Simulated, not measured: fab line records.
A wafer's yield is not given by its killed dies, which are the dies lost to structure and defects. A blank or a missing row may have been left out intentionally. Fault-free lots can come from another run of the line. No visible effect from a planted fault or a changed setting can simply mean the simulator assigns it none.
A single fault, viewed from 2 desks	flow gf180mcu	what lay behind the numbers comes last; until then each desk has only its own

## METROLOGY DESK
What the gauges read, lot by lot, whatever tool the lot ran on: means of the sampled wafers that have a number. If a lot's mean is further than 4 standard deviations from the usual mean, the lot is out of limits and carries the mark OUT (the distance appears in the brackets).
Columns: A = MVSD_TW at GF_MVSD_TW_MEAS_11, usual 1579; B = HV_LDD_03_OVL at GF_HV_LDD_OVL_MEAS_47, usual -0.9 nm; C = HV_LDD_4_TW at GF_HV_LDD_TW_MEAS_50, usual 568
lot	first seen here	A	B	C
L458	day 4 10:32	1579	-0.9	561
L460	day 4 20:47	1549	0.0	574
L461	day 5 03:32	1591	-3.1	575
L462	day 5 08:38	1560	-1.9	574
L463	day 5 14:05	1600	-3.5	575
L464	day 5 21:43	1559	-0.7	509 (-9.3) OUT
L466	day 6 10:56	1557	-1.3	506 (-9.6) OUT
L472	day 7 23:28	1551	-0.3	563
L473	day 8 01:42	1581	0.4	561
L474	day 8 07:31	1597	-0.5	574
L475	day 8 12:22	1557	-0.1	570
L476	day 8 19:15	1599	-0.5	559
L481	day 10 00:59	1582	-0.9	571
Finding of this desk: L464, L466 out of limits, first seen on L464 at day 14 06:40 (HV_LDD_4_TW at GF_HV_LDD_TW_MEAS_50). L458, L460, L461, L462, L463, L472, L473, L474, L475, L476, L481: within limits.

## TOOL OWNER'S DESK, implanter-03
The tool's own readings at GF_HV_LDD_IMPLANT_48, given as means over the sampled wafers that have a number, one for each lot that went through this tool. If a lot's mean is further than 4 standard deviations from the usual mean, the lot is out of limits and carries the mark OUT (the distance appears in the brackets).
Columns: A = beamOnS at GF_HV_LDD_IMPLANT_48, usual 10.00 s; B = doseIonsCm2 at GF_HV_LDD_IMPLANT_48, usual 3e+13; C = faradayCurrentUA at GF_HV_LDD_IMPLANT_48, usual 169
lot	first seen here	A	B	C
L461	day 13 12:09	10.21	3e+13	166
L462	day 13 19:10	10.07	3e+13	168
L464	day 14 06:27	10.17	2e+13 (-99 or more) OUT	113 (-19) OUT
L466	day 14 22:34	10.07	2e+13 (-99 or more) OUT	114 (-18) OUT
L472	day 17 04:27	10.07	3e+13	168
L473	day 17 08:46	9.98	3e+13	170
L474	day 17 17:26	9.81	3e+13	172
L475	day 17 20:23	9.99	3e+13	169
This desk finds L464, L466 out of limits, L464 being first, at day 14 06:27 (doseIonsCm2 at GF_HV_LDD_IMPLANT_48). L461, L462, L472, L473, L474, L475: within limits.

## PUT TOGETHER
The tool owner's desk had the chance to raise an alarm at day 14 06:27 on L464, L466.
L464, L466 would have let the metrology desk raise an alarm at day 14 06:40.
GF_HV_LDD_IMPLANT_48 was run on implanter-03 by each of the lots named.

## WHAT THE SIMULATOR HAD INSERTED
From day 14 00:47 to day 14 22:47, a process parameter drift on implanter-03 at GF_HV_LDD_IMPLANT_48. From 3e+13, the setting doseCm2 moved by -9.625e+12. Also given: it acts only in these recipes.
Shown lots that were struck: L464, L466.
Counting hours from when the fault started, the first reading out of limits came at 6 for the tool owner's desk and at 6 for the metrology desk.
